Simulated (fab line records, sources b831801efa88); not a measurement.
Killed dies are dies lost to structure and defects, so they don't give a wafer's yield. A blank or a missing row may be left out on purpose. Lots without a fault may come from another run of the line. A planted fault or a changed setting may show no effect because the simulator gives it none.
Tool commonality check | flow gf180mcu | 15 lots, 45 wafers sampled

WHY IT WAS OPENED
At GF_NWELL_TW_MEAS_11 the reading NWELL_TW is flagged on 3 of 15 lots. Wafers without a fault read 1599, standard deviation 18.
Rule: a lot is flagged when every wafer of it that has a number lies more than 4 standard deviations from that mean, or none has a number. The other lots count as sound.

lot  | measured    | on            | NWELL_TW, wafer by wafer | flag
L334 | day 3 12:55 | film_metro-01 | 1588 1597 1592           |
L335 | day 3 20:05 | film_metro-03 | 1612 1612 1616           |
L336 | day 3 22:26 | film_metro-01 | 1595 1595 1601           |
L337 | day 4 07:33 | film_metro-03 | 1620 1627 1618           |
L338 | day 4 11:08 | film_metro-03 | 1635 1623 1630           |
L339 | day 4 16:37 | film_metro-03 | 1615 1620 1611           |
L340 | day 4 21:46 | film_metro-01 | 1586 1603 1601           |
L341 | day 5 06:55 | film_metro-01 | 1574 1577 1579           |
L345 | day 6 00:08 | film_metro-01 | 1604 1601 1605           |
L346 | day 6 07:01 | film_metro-03 | 1885 1880 1878           | FLAGGED
L347 | day 6 15:32 | film_metro-01 | 1871 1878 1880           | FLAGGED
L348 | day 6 17:44 | film_metro-01 | 1862 1869 1859           | FLAGGED
L353 | day 7 21:46 | film_metro-03 | 1619 1622 1632           |
L354 | day 8 04:01 | film_metro-01 | 1578 1584 1582           |
L355 | day 8 10:10 | film_metro-03 | 1605 1599 1606           |
The numbers of the flagged lots are 1874 on average: +275 against the usual, or +15 standard deviations.

WHICH TOOL RAN EACH LOT
The record holds 1 process step before the reading, out of a route of 602 steps. In each cell: the tool, then ch and the chambers that the sampled wafers went through, then the start.
lot  | flag    | GF_DNWELL_COAT_02
L334 |         | litho_track-04 ch 0, day 2 16:44
L335 |         | litho_track-04 ch 0, day 2 22:41
L336 |         | litho_track-04 ch 0, day 3 02:55
L337 |         | litho_track-04 ch 0, day 3 10:35
L338 |         | litho_track-04 ch 0, day 3 13:22
L339 |         | litho_track-02 ch 0, day 3 19:18
L340 |         | litho_track-03 ch 0, day 3 23:58
L341 |         | litho_track-03 ch 0, day 4 07:35
L345 |         | litho_track-03 ch 0, day 5 02:04
L346 | FLAGGED | litho_track-03, day 5 08:14
L347 | FLAGGED | litho_track-03, day 5 16:28
L348 | FLAGGED | litho_track-02, day 5 18:21
L353 |         | litho_track-02 ch 0, day 6 21:03
L354 |         | litho_track-04 ch 0, day 7 03:32
L355 |         | litho_track-04 ch 0, day 7 08:56
What these steps do:
- GF_DNWELL_COAT_02: resist thk 3000 nm.
- GF_NWELL_TW_MEAS_11

FLAGGED OVER TOTAL, TOOL BY TOOL (the gauges that took the reading come last)
step                | tool           | lots run | flagged | share of the flagged lots | sound lots run after its first flagged lot
GF_DNWELL_COAT_02   | litho_track-02 | 3        | 1       | some                      | 1 (L353)
GF_DNWELL_COAT_02   | litho_track-03 | 5        | 2       | some                      | 0
GF_DNWELL_COAT_02   | litho_track-04 | 7        | 0       | none                      | -
GF_NWELL_TW_MEAS_11 | film_metro-01  | 8        | 2       | some                      | 1 (L354)
GF_NWELL_TW_MEAS_11 | film_metro-03  | 7        | 1       | some                      | 2 (L353,L355)

WHAT THE TABLE ALLOWS
No row of the table ran every flagged lot.

WHAT THE SIMULATOR HAD PUT IN
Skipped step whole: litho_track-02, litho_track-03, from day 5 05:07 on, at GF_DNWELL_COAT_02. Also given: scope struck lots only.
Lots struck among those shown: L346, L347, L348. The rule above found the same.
